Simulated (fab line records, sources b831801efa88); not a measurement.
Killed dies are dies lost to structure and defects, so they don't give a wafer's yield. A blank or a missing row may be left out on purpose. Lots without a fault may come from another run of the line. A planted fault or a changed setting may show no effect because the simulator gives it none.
Tool commonality check | flow gf180mcu | 14 lots, 48 wafers sampled

WHY IT WAS OPENED
At GF_HV_LDD_CD_MEAS_07 the reading cd_nm is flagged on 2 of 14 lots. Wafers without a fault read 400.3 nm, standard deviation 2.3.
Rule: a lot is flagged when every wafer of it that has a number lies more than 4 standard deviations from that mean, or none has a number. The other lots count as sound.

lot  | measured     | on        | cd_nm (nm), wafer by wafer          | flag
L557 | day 10 03:06 | cd_sem-02 | 398.6 398.0 399.5                   |
L558 | day 10 11:44 | cd_sem-02 | 400.8 400.5 400.8                   |
L559 | day 10 13:45 | cd_sem-02 | 399.6 397.8 399.0                   |
L560 | day 11 04:37 | cd_sem-01 | 402.0 403.4 403.7                   |
L563 | day 12 02:32 | cd_sem-01 | 395.1 396.9 398.4                   |
L566 | day 13 00:21 | cd_sem-02 | 403.5 402.5 404.3                   |
L564 | day 13 00:39 | cd_sem-01 | 401.7 403.2 401.2                   |
L565 | day 13 00:46 | cd_sem-02 | 402.1 401.4 402.7                   |
L567 | day 13 17:15 | cd_sem-02 | 400.7 398.7 399.9                   |
L573 | day 15 00:26 | cd_sem-01 | 197.4 198.9 197.3 197.3 199.0 197.4 | FLAGGED
L575 | day 15 09:07 | cd_sem-01 | 191.0 191.7 191.5 191.3 191.5 191.9 | FLAGGED
L576 | day 15 15:37 | cd_sem-01 | 399.1 399.6 401.7                   |
L577 | day 15 15:54 | cd_sem-02 | 399.0 397.2 398.1                   |
L578 | day 16 03:29 | cd_sem-02 | 400.2 399.2 400.1                   |
The numbers of the flagged lots are 194.7 nm on average: -205.6 nm against the usual, or -89 standard deviations.

WHICH TOOL RAN EACH LOT
The record holds 2 process steps before the reading, out of a route of 602 steps. In each cell: the tool, then ch and the chambers that the sampled wafers went through, then the start.
lot  | flag    | GF_VT_IMPLANT_RTA_45             | GF_HV_LDD_DEVELOP_06
L557 |         | rtp_anneal-01 ch 0, day 7 12:36  | litho_track-01 ch 0, day 10 02:57
L558 |         | rtp_anneal-02 ch 0, day 7 19:45  | litho_track-03 ch 0, day 10 11:35
L559 |         | rtp_anneal-02 ch 0, day 7 23:41  | litho_track-02 ch 0, day 10 13:36
L560 |         | rtp_anneal-02 ch 0, day 8 12:26  | litho_track-02 ch 0, day 11 04:28
L563 |         | rtp_anneal-02 ch 0, day 9 05:59  | litho_track-03 ch 0, day 12 02:23
L566 |         | rtp_anneal-02 ch 0, day 9 22:27  | litho_track-02 ch 0, day 13 00:12
L564 |         | rtp_anneal-01 ch 0, day 9 12:28  | litho_track-02 ch 0, day 13 00:30
L565 |         | rtp_anneal-02 ch 0, day 9 16:55  | litho_track-01 ch 0, day 13 00:37
L567 |         | rtp_anneal-02 ch 0, day 10 08:01 | litho_track-02 ch 0, day 13 17:06
L573 | FLAGGED | rtp_anneal-02 ch 0, day 11 20:14 | litho_track-02 ch 0, day 15 00:18
L575 | FLAGGED | rtp_anneal-01 ch 0, day 12 07:04 | litho_track-02 ch 0, day 15 08:58
L576 |         | rtp_anneal-02 ch 0, day 12 15:07 | litho_track-01 ch 0, day 15 15:28
L577 |         | rtp_anneal-01 ch 0, day 12 18:34 | litho_track-01 ch 0, day 15 15:45
L578 |         | rtp_anneal-02 ch 0, day 13 04:55 | litho_track-03 ch 0, day 16 03:22
What these steps do:
- GF_VT_IMPLANT_RTA_45: time 30 s.
- GF_HV_LDD_DEVELOP_06: develop time 60 s.
- GF_HV_LDD_CD_MEAS_07: target cd 400 nm.

FLAGGED OVER TOTAL, TOOL BY TOOL (the gauges that took the reading come last)
step                 | tool           | lots run | flagged | share of the flagged lots | sound lots run after its first flagged lot
GF_VT_IMPLANT_RTA_45 | rtp_anneal-01  | 4        | 1       | some                      | 1 (L577)
GF_VT_IMPLANT_RTA_45 | rtp_anneal-02  | 10       | 1       | some                      | 2 (L576,L578)
GF_HV_LDD_DEVELOP_06 | litho_track-01 | 4        | 0       | none                      | -
GF_HV_LDD_DEVELOP_06 | litho_track-02 | 7        | 2       | all                       | 0
GF_HV_LDD_DEVELOP_06 | litho_track-03 | 3        | 0       | none                      | -
GF_HV_LDD_CD_MEAS_07 | cd_sem-01      | 6        | 2       | all                       | 1 (L576)
GF_HV_LDD_CD_MEAS_07 | cd_sem-02      | 8        | 0       | none                      | -

WHAT THE TABLE ALLOWS
2 rows of the table ran every flagged lot: litho_track-02 at GF_HV_LDD_DEVELOP_06, cd_sem-01 at GF_HV_LDD_CD_MEAS_07.
- litho_track-02 at GF_HV_LDD_DEVELOP_06: 2 of its 7 lots flagged. Its last sound lot is L567 (day 13 17:06), its first flagged lot L573 (day 15 00:18): a fault that began between those two fits.
- cd_sem-01 at GF_HV_LDD_CD_MEAS_07: 2 of its 6 lots flagged. Sound lots ran on it after the first flagged one (L576), which a lasting fault on the whole tool wouldn't allow.
One tool is left: litho_track-02 at GF_HV_LDD_DEVELOP_06.

WHAT THE SIMULATOR HAD PUT IN
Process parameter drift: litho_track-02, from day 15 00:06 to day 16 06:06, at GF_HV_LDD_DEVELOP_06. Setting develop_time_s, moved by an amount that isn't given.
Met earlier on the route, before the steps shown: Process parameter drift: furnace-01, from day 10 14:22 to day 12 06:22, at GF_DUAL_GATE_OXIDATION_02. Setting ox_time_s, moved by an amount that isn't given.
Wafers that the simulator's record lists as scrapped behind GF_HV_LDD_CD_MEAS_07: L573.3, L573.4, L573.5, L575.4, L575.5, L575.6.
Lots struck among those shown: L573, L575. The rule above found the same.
